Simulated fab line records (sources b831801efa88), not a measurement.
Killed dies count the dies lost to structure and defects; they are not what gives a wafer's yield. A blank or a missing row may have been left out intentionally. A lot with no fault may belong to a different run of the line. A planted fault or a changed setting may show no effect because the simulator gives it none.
Struck lot and sound lot, side by side + flow sky130 + 16 steps out of a route of 708
Sound: wafers L784.2, L784.3, L784.4. Struck: wafer L790.2. (L790.5, L790.6 of the same lot were not struck and are left out.) The cause comes at the end.
For every step that has rows: the tool of each side, followed by ch and its chambers, followed by its first start. Under that, the readings that differ: sound wafers + struck wafers + difference of the means + sigmas: that difference in standard deviations of wafers without a fault.
alike: words and numbers the same on both sides, and readings whose means are apart by under 2 such deviations; not compared: readings that were withheld, readings missing a value for some wafer, numbers with overlapping values and no deviation given by the record, and bounds like >300 which may hide the same value.
The two part at a step that has a row with sigmas, a row that says differs or no value, or rows on one side only. Non-overlapping numbers with no deviation appear without sigmas and do not part them. A reading that every wafer of one side lacks parts them only if that side has two wafers or more.

first, 2 steps without rows for these wafers: SKY_METAL4_PEB_11; SKY_METAL4_DEVELOP_12 (develop time 60 s).
SKY_METAL4_CD_MEAS_13 targets a cd of 300 nm.
  sound on cd sem-01, day 42 21:25; struck on cd sem-02, day 44 15:53
  alike: cd nm
SKY_METAL4_OVL_MEAS_14:
  sound on overlay-02, day 42 21:31; struck on overlay-01, day 44 15:59
  alike: METAL4_OVL
SKY_METAL4_DESCUM_15: chemistry O2, time 8 s.
  sound on rie metal-01 ch 0,1, day 42 21:33; struck on rie metal-01 ch 0, day 44 16:01
| reading               | sound             | struck | difference | sigmas |
|-----------------------|-------------------|--------|------------|--------|
| oes product au (a.u.) | 0.988 0.985 0.997 | 1.009  | +0.019     | +3     |
  alike: drypump motor current A
  not compared: rf hours counter h
SKY_METAL4_ETCH_16: etches BARC in N2/H2, stops on SiO2, time 88.2 s, target depth 60 nm.
  sound on rie metal-01 ch 0,1, day 42 21:35; struck on rie metal-01 ch 0, day 44 16:02
  alike: drypump motor current A, oes product au, throttle valve pct
  not compared: rf hours counter h
SKY_METAL4_ETCH_17: etches SiO2 in C4F8/O2/Ar, stops on TiN, time 3.9 s, target depth 15 nm.
  sound on rie diel-03 ch 1,2,3, day 42 21:41; struck on rie diel-03 ch 0, day 44 16:08
| reading               | sound             | struck | difference | sigmas |
|-----------------------|-------------------|--------|------------|--------|
| oes product au (a.u.) | 0.753 0.763 0.767 | 0.746  | -0.015     | -2     |
  not compared: rf hours counter h
SKY_METAL4_METAL_ETCH_18: etches the open film in Cl2/BCl3, stops on SiO2, target depth 845 nm, time 183.1 s.
  sound on rie metal-03 ch 0,1, day 42 21:41; struck on rie metal-01 ch 0, day 44 16:10
  alike: drypump motor current A, oes product au, throttle valve pct
  not compared: rf hours counter h
then, 4 steps without rows for these wafers: SKY_METAL4_STRIP_19 (strips in O2/N2); SKY_METAL4_STRIP_20 (strips in post etch residue remover, time 1200 s); SKY_METAL4_CLEAN_21 (cleans in IPA, time 180 s); SKY_METAL4_CLEAN_22 (cleans in O3/DIW).
SKY_VIA4_HDPCVD_00: deposits SiO2, target thk 1750 nm, time 291.7 s.
  sound on hdpcvd-01 ch 1,2, day 42 22:28; struck on hdpcvd-02 ch 0, day 44 16:58
| reading                                  | sound             | struck | difference | sigmas      |
|------------------------------------------|-------------------|--------|------------|-------------|
| sih4 flow sccm (sccm)                    | 60.09 60.07 60.27 | 90.20  | +30.06     | +99 or more |
| model.SiO2_of_VIA4_HDPCVD_00.thk nm (nm) | 1752 1771 1784    | 2628   | +859       |             |
SKY_VIA4_THK_MEAS_01:
  sound on film metro-01, day 42 22:39; struck on film metro-02, day 44 17:23
| reading              | sound          | struck | difference | sigmas |
|----------------------|----------------|--------|------------|--------|
| VIA4_HDPCVD_THK (nm) | 1752 1770 1784 | 2628   | +859       | +57    |
  not compared: hold
SKY_VIA4_CMP_02: polishes SiO2.
  sound on cmp-02 ch 1,2,3, day 42 22:45; struck on cmp-01 ch 3, day 44 22:59
| reading | sound | struck                   | difference                   | sigmas |
|---------|-------|--------------------------|------------------------------|--------|
| hold    | - - - | await dispo/5.4h/release | no value on the sound wafers |        |
  alike: head pressure psi, motor current A
next, for these wafers, 1 step has no rows: SKY_PAD_OPEN_PROBE_99.

WHERE THEY PART
Earliest at SKY_METAL4_DESCUM_15; latest, in this record, at SKY_VIA4_CMP_02.

WHY: whatever the simulator had introduced
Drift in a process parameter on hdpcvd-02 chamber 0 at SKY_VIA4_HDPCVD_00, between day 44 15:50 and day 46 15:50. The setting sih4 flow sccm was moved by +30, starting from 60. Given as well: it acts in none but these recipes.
